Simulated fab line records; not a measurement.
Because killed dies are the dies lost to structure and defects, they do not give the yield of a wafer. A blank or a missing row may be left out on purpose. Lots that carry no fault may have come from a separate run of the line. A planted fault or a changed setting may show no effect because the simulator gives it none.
2 desks looking at one fault || flow sfqLine || what lay behind the numbers comes last; until then each desk has only its own

AT THE TOOL OWNER'S DESK: pvdSputter-05
The tool's own readings at SFQ_TRILAYER_M4_DEP_SPUTTER_091 (material Nb, target thk 200 nm, time 133.3 s): means of the sampled wafers that have a number, for each lot that ran on this tool. If a lot's mean is further than 4 standard deviations from the usual mean, the lot is out of limits and carries the mark OUT (the distance appears in the brackets).
Columns: A = chamberPressurePa at SFQ_TRILAYER_M4_DEP_SPUTTER_091, usual 0.13329 Pa; B = throttleValvePct at SFQ_TRILAYER_M4_DEP_SPUTTER_091, usual 30.1 %
{"lot": "L493", "first seen here": "day 31 15:55", "A": 0.13327, "B": 30.3}
{"lot": "L499", "first seen here": "day 34 01:38", "A": 0.13343, "B": 30.6}
{"lot": "L504", "first seen here": "day 36 18:14", "A": 0.13318, "B": 30.7}
{"lot": "L506", "first seen here": "day 37 16:42", "A": 0.13312, "B": 30.9}
{"lot": "L508", "first seen here": "day 38 11:27", "A": "0.13730 (+17) OUT", "B": 29.8}
{"lot": "L509", "first seen here": "day 38 13:41", "A": "0.13709 (+17) OUT", "B": 29.8}
This desk finds L508, L509 out of limits, L508 being first, at day 38 11:27 (chamberPressurePa at SFQ_TRILAYER_M4_DEP_SPUTTER_091). L493, L499, L504, L506: within limits.

THE METROLOGY DESK
What the gauges read for every lot (on any tool): the sampled wafers with a number, averaged. If a lot's mean is further than 4 standard deviations from the usual mean, the lot is out of limits and carries the mark OUT (the distance appears in the brackets).
Columns: A = R5_MONX_THK at SFQ_R5_THK_MEAS_934, usual 39.9 nm
{"lot": "L493", "first seen here": "day 43 09:07", "A": 40.2}
{"lot": "L495", "first seen here": "day 44 18:19", "A": 40.1}
{"lot": "L497", "first seen here": "day 45 06:19", "A": 39.8}
{"lot": "L499", "first seen here": "day 46 03:25", "A": 40.0}
{"lot": "L500", "first seen here": "day 46 06:25", "A": 40.1}
{"lot": "L502", "first seen here": "day 48 07:45", "A": 39.4}
{"lot": "L503", "first seen here": "day 49 13:45", "A": 39.8}
{"lot": "L504", "first seen here": "day 51 00:25", "A": 39.2}
{"lot": "L505", "first seen here": "day 51 13:45", "A": 39.6}
{"lot": "L506", "first seen here": "day 52 03:26", "A": 39.7}
{"lot": "L508", "first seen here": "day 53 05:04", "A": 39.6}
{"lot": "L509", "first seen here": "day 53 11:43", "A": 41.0}
{"lot": "L510", "first seen here": "day 55 08:59", "A": 39.8}
{"lot": "L513", "first seen here": "day 57 08:33", "A": 40.1}
This desk's verdict: no lot among the 14 shows anything out of limits.

ALL TOGETHER
An alarm could have come from the tool owner's desk at day 38 11:27, on L508, L509.
The metrology desk saw nothing out of limits.
The metrology desk has L508, L509 on record, within its limits.
All the named lots went through SFQ_TRILAYER_M4_DEP_SPUTTER_091 on pvdSputter-05.

WHAT HAD BEEN PUT IN BY THE SIMULATOR
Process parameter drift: pvdSputter-05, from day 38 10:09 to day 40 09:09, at SFQ_TRILAYER_M4_DEP_SPUTTER_091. Setting chamberPressurePa, moved by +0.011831, from 0.1333. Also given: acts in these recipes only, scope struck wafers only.
Shown lots that were struck: L508, L509.
Each desk's first reading out of limits, in hours after the fault started: the tool owner's desk, 1.
